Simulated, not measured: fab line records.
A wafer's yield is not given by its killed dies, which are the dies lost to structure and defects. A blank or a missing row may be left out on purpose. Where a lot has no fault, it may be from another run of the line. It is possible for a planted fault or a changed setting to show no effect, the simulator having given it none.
Which tool was responsible? :: flow sky130 :: 39 wafers from 13 lots sampled at 4 of the route's 708 steps

WHAT THE GAUGES READ, wafer by wafer
SKY_POLY_GATE_CD_MEAS_13: the cd target is 150 nm.
lot: L101
measured: day 16 01:01
on: cdSem-02
cdNm (nm): 151.5 149.8 151.3

lot: L102
measured: day 16 15:10
on: cdSem-01
cdNm (nm): 150.2 151.7 151.8

lot: L103
measured: day 17 07:05
on: cdSem-02
cdNm (nm): 150.1 148.3 148.4

lot: L104
measured: day 17 15:13
on: cdSem-01
cdNm (nm): 151.0 149.2 150.3

lot: L106
measured: day 18 03:48
on: cdSem-02
cdNm (nm): 151.0 149.8 152.1

lot: L111
measured: day 20 15:35
on: cdSem-01
cdNm (nm): 149.5 149.5 148.5

lot: L112
measured: day 20 18:01
on: cdSem-02
cdNm (nm): 148.2 147.9 148.4

lot: L114
measured: day 21 05:24
on: cdSem-01
cdNm (nm): 151.4 152.0 151.3

lot: L116
measured: day 22 03:23
on: cdSem-02
cdNm (nm): 149.1 148.2 147.3

lot: L117
measured: day 22 16:23
on: cdSem-02
cdNm (nm): 149.1 149.6 149.5

lot: L118
measured: day 23 15:38
on: cdSem-01
cdNm (nm): 149.2 150.0 148.8

lot: L121
measured: day 23 20:22
on: cdSem-02
cdNm (nm): 150.8 151.1 149.7

lot: L122
measured: day 24 04:35
on: cdSem-02
cdNm (nm): 149.6 150.1 149.2

SKY_POLY_CUT_OVL_MEAS_09.
lot: L101
measured: day 23 22:13
on: overlay-01
POLY_CUT_OVL (nm): -5 -5 -10

lot: L102
measured: day 24 09:46
on: overlay-02
POLY_CUT_OVL (nm): 1 6 4

lot: L103
measured: day 25 09:45
on: overlay-02
POLY_CUT_OVL (nm): -5 -4 0

lot: L104
measured: day 25 13:25
on: overlay-01
POLY_CUT_OVL (nm): -12 -6 -8

lot: L106
measured: day 25 23:27
on: overlay-02
POLY_CUT_OVL (nm): -3 -1 -6

lot: L111
measured: day 28 07:40
on: overlay-01
POLY_CUT_OVL (nm): 2 4 3

lot: L112
measured: day 28 09:15
on: overlay-01
POLY_CUT_OVL (nm): -2 -1 -2

lot: L114
measured: day 28 19:28
on: overlay-02
POLY_CUT_OVL (nm): 2 -4 -3

lot: L116
measured: day 29 17:27
on: overlay-01
POLY_CUT_OVL (nm): -9 -15 -6

lot: L117
measured: day 30 05:55
on: overlay-02
POLY_CUT_OVL (nm): 2 4 0

lot: L118
measured: day 31 02:05
on: overlay-02
POLY_CUT_OVL (nm): -9 -4 -4

lot: L121
measured: day 31 05:48
on: overlay-02
POLY_CUT_OVL (nm): 4 7 -2

lot: L122
measured: day 31 15:37
on: overlay-02
POLY_CUT_OVL (nm): -3 6 1

WHAT TOOL EACH LOT RAN ON (gives the tool, then ch and the chambers of the sampled wafers, and finally the start)
lot: L101
SKY_LDD_LDN_IMPLANT_11: implanter-03 ch 0, day 22 13:14
SKY_LDD_LDN_STRIP_12: plasmaAsher-04 ch 0,1, day 22 13:22

lot: L102
SKY_LDD_LDN_IMPLANT_11: implanter-01 ch 0, day 23 02:06
SKY_LDD_LDN_STRIP_12: plasmaAsher-02 ch 0,1, day 23 02:15

lot: L103
SKY_LDD_LDN_IMPLANT_11: implanter-01 ch 0, day 24 03:20
SKY_LDD_LDN_STRIP_12: plasmaAsher-01 ch 0,1, day 24 03:26

lot: L104
SKY_LDD_LDN_IMPLANT_11: implanter-03 ch 0, day 24 04:01
SKY_LDD_LDN_STRIP_12: plasmaAsher-02 ch 0,1, day 24 04:10

lot: L106
SKY_LDD_LDN_IMPLANT_11: implanter-03 ch 0, day 24 15:31
SKY_LDD_LDN_STRIP_12: plasmaAsher-04 ch 0,1, day 24 15:40

lot: L111
SKY_LDD_LDN_IMPLANT_11: implanter-03 ch 0, day 26 23:50
SKY_LDD_LDN_STRIP_12: plasmaAsher-02 ch 0,1, day 26 23:58

lot: L112
SKY_LDD_LDN_IMPLANT_11: implanter-03 ch 0, day 27 01:58
SKY_LDD_LDN_STRIP_12: plasmaAsher-04 ch 0,1, day 27 02:06

lot: L114
SKY_LDD_LDN_IMPLANT_11: implanter-01 ch 0, day 27 13:14
SKY_LDD_LDN_STRIP_12: plasmaAsher-01 ch 0,1, day 27 13:21

lot: L116
SKY_LDD_LDN_IMPLANT_11: implanter-02 ch 0, day 28 10:33
SKY_LDD_LDN_STRIP_12: plasmaAsher-01 ch 0,1, day 28 10:41

lot: L117
SKY_LDD_LDN_IMPLANT_11: implanter-02 ch 0, day 29 00:01
SKY_LDD_LDN_STRIP_12: plasmaAsher-04 ch 1, day 29 00:10

lot: L118
SKY_LDD_LDN_IMPLANT_11: implanter-01 ch 0, day 29 20:08
SKY_LDD_LDN_STRIP_12: plasmaAsher-02 ch 0,1, day 29 20:14

lot: L121
SKY_LDD_LDN_IMPLANT_11: implanter-03 ch 0, day 30 00:52
SKY_LDD_LDN_STRIP_12: plasmaAsher-04 ch 0,1, day 30 01:00

lot: L122
SKY_LDD_LDN_IMPLANT_11: implanter-02 ch 0, day 30 09:50
SKY_LDD_LDN_STRIP_12: plasmaAsher-01 ch 0, day 30 09:57
- SKY_LDD_LDN_IMPLANT_11
- SKY_LDD_LDN_STRIP_12: strips in O2/N2.

AS READ BY THE TOOLS THEMSELVES (means over the sampled wafers that have a number; for cases with no such wafer, the mark the record gives instead)
SKY_LDD_LDN_IMPLANT_11.
lot: L101
tool: implanter-03
doseIonsCm2: 1.2509e+13

lot: L102
tool: implanter-01
doseIonsCm2: 1.2500e+13

lot: L103
tool: implanter-01
doseIonsCm2: 1.2508e+13

lot: L104
tool: implanter-03
doseIonsCm2: 1.2500e+13

lot: L106
tool: implanter-03
doseIonsCm2: 1.2499e+13

lot: L111
tool: implanter-03
doseIonsCm2: 1.2304e+13

lot: L112
tool: implanter-03
doseIonsCm2: 1.2301e+13

lot: L114
tool: implanter-01
doseIonsCm2: 1.2471e+13

lot: L116
tool: implanter-02
doseIonsCm2: 1.2516e+13

lot: L117
tool: implanter-02
doseIonsCm2: 1.2507e+13

lot: L118
tool: implanter-01
doseIonsCm2: 1.2522e+13

lot: L121
tool: implanter-03
doseIonsCm2: 1.2507e+13

lot: L122
tool: implanter-02
doseIonsCm2: 1.2502e+13

SKY_LDD_LDN_STRIP_12.
lot: L101
tool: plasmaAsher-04
drypumpMotorCurrentA (A): 5.1
oesProductAu (a.u.): 0.715
stripTimeToEndpointS (s): 14.20

lot: L102
tool: plasmaAsher-02
drypumpMotorCurrentA (A): 6.3
oesProductAu (a.u.): 0.717
stripTimeToEndpointS (s): 14.21

lot: L103
tool: plasmaAsher-01
drypumpMotorCurrentA (A): 5.6
oesProductAu (a.u.): 0.717
stripTimeToEndpointS (s): 14.20

lot: L104
tool: plasmaAsher-02
drypumpMotorCurrentA (A): 6.4
oesProductAu (a.u.): 0.712
stripTimeToEndpointS (s): 14.22

lot: L106
tool: plasmaAsher-04
drypumpMotorCurrentA (A): 5.1
oesProductAu (a.u.): 0.721
stripTimeToEndpointS (s): 14.26

lot: L111
tool: plasmaAsher-02
drypumpMotorCurrentA (A): 6.4
oesProductAu (a.u.): 0.717
stripTimeToEndpointS (s): 14.23

lot: L112
tool: plasmaAsher-04
drypumpMotorCurrentA (A): 5.1
oesProductAu (a.u.): 0.712
stripTimeToEndpointS (s): 14.21

lot: L114
tool: plasmaAsher-01
drypumpMotorCurrentA (A): 5.6
oesProductAu (a.u.): 0.711
stripTimeToEndpointS (s): 14.14

lot: L116
tool: plasmaAsher-01
drypumpMotorCurrentA (A): 5.6
oesProductAu (a.u.): 0.715
stripTimeToEndpointS (s): 14.20

lot: L117
tool: plasmaAsher-04
drypumpMotorCurrentA (A): 5.1
oesProductAu (a.u.): 0.718
stripTimeToEndpointS (s): 14.17

lot: L118
tool: plasmaAsher-02
drypumpMotorCurrentA (A): 6.4
oesProductAu (a.u.): 0.709
stripTimeToEndpointS (s): 14.21

lot: L121
tool: plasmaAsher-04
drypumpMotorCurrentA (A): 5.1
oesProductAu (a.u.): 0.715
stripTimeToEndpointS (s): 14.22

lot: L122
tool: plasmaAsher-01
drypumpMotorCurrentA (A): 6.1
oesProductAu (a.u.): 0.715
stripTimeToEndpointS (s): 14.17

THE ANSWER, worked out from the rows above alone
Rule: what is usual is taken from the lots themselves. Put in order of their means at a reading, lots are off if they are a third of the lots or fewer, leave a main group of 4 or more, and stand apart from it by a gap of 3 or more times the standard deviation of the main group's means; of several such gaps the widest counts. A main group is skipped when, at the precision printed for the reading in the tables above, its means are all equal. Also off: a lot with no number at a reading for which 4 or more lots have one. All remaining lots with rows at the step are treated as sound. Order of review: gauges by route order, followed by the tools' own readings, for which a lot's mean as printed above is used. The first step at which some lot is off is used, and at that step the reading that is off furthest; a lot without a number counts as furthest.
Off at SKY_LDD_LDN_IMPLANT_11 (doseIonsCm2): L111, L112. For the main group the mean is 1.2504e+13 and the standard deviation 1.2e+10.
A tool fits if, at that step or a process step before it, it ran every lot that is off, and no sound lot after the first of them. None of those tried fits.

WHAT WAS PUT IN BY THE SIMULATOR
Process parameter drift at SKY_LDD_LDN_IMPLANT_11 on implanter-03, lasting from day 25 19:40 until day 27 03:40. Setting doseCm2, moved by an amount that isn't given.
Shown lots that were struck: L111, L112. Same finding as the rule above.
